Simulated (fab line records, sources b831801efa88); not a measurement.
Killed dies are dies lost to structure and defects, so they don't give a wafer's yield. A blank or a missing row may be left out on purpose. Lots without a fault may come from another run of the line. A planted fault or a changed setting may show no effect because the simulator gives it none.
One fault seen from 2 desks | flow sky130 | each desk has only its own numbers; what lay behind them comes last

THE METROLOGY DESK
What the gauges read, lot by lot, whatever tool the lot ran on: means of the sampled wafers that have a number. A lot is out of limits, marked OUT, if its mean lies more than 4 standard deviations from the usual mean; the brackets give that distance.
Columns: A = FIELD_ISO_OXIDATION_01_THK at SKY_FIELD_ISO_THK_MEAS_23, usual 10.07 nm; B = cd_nm at SKY_VT_ADJUST_HVTP_CD_MEAS_07, usual 379.4 nm
lot  | first seen here | A     | B
L115 | day 2 16:49     | 9.48  | 384.5
L116 | day 2 23:49     | 10.08 | 377.1
L117 | day 3 06:08     | 10.02 | 374.6
L118 | day 3 12:02     | 9.71  | 381.1
L119 | day 3 14:48     | 9.76  | 382.9
L120 | day 3 18:37     | 10.04 | 383.8
L121 | day 4 00:52     | 9.95  | 376.0
L124 | day 4 17:29     | 10.06 | 377.8
L125 | day 4 23:09     | 10.24 | 379.0
L133 | day 6 20:48     | 10.19 | 378.0
L136 | day 8 14:49     | 9.88  | 374.8
This desk's finding: nothing out of limits on any of the 11 lots.

THE TOOL OWNER'S DESK: lpcvd-02
The tool's own readings at SKY_FIELD_ISO_CVD_03 (deposits Si3N4 from DCS/NH3, target thk 165 nm, time 2830 s): means of the sampled wafers that have a number, for each lot that ran on this tool. A lot is out of limits, marked OUT, if its mean lies more than 4 standard deviations from the usual mean; the brackets give that distance.
Columns: A = pressure_mtorr at SKY_FIELD_ISO_CVD_03, usual 249.9 mTorr; B = spike_tc_bottom_C at SKY_FIELD_ISO_CVD_03, usual 786.0 C
lot  | first seen here | A     | B
L115 | day 1 21:41     | 249.9 | 785.3
L116 | day 2 04:58     | 250.1 | 785.1
L117 | day 2 09:46     | 250.2 | 788.0
L118 | day 2 14:50     | 249.8 | 784.5
L119 | day 2 18:53     | 249.6 | 786.9
L120 | day 2 22:41     | 250.1 | 785.1
L121 | day 3 04:37     | 249.6 | 784.6
L124 | day 3 20:29     | 250.4 | 783.9
L125 | day 4 00:21     | 249.6 | 788.1
L133 | day 5 15:50     | 250.1 | 787.1
L136 | day 7 14:05     | 249.7 | 784.7
This desk's finding: nothing out of limits on any of the 11 lots.

PUT TOGETHER
The metrology desk saw nothing out of limits.
The tool owner's desk saw nothing out of limits.

WHAT THE SIMULATOR HAD PUT IN
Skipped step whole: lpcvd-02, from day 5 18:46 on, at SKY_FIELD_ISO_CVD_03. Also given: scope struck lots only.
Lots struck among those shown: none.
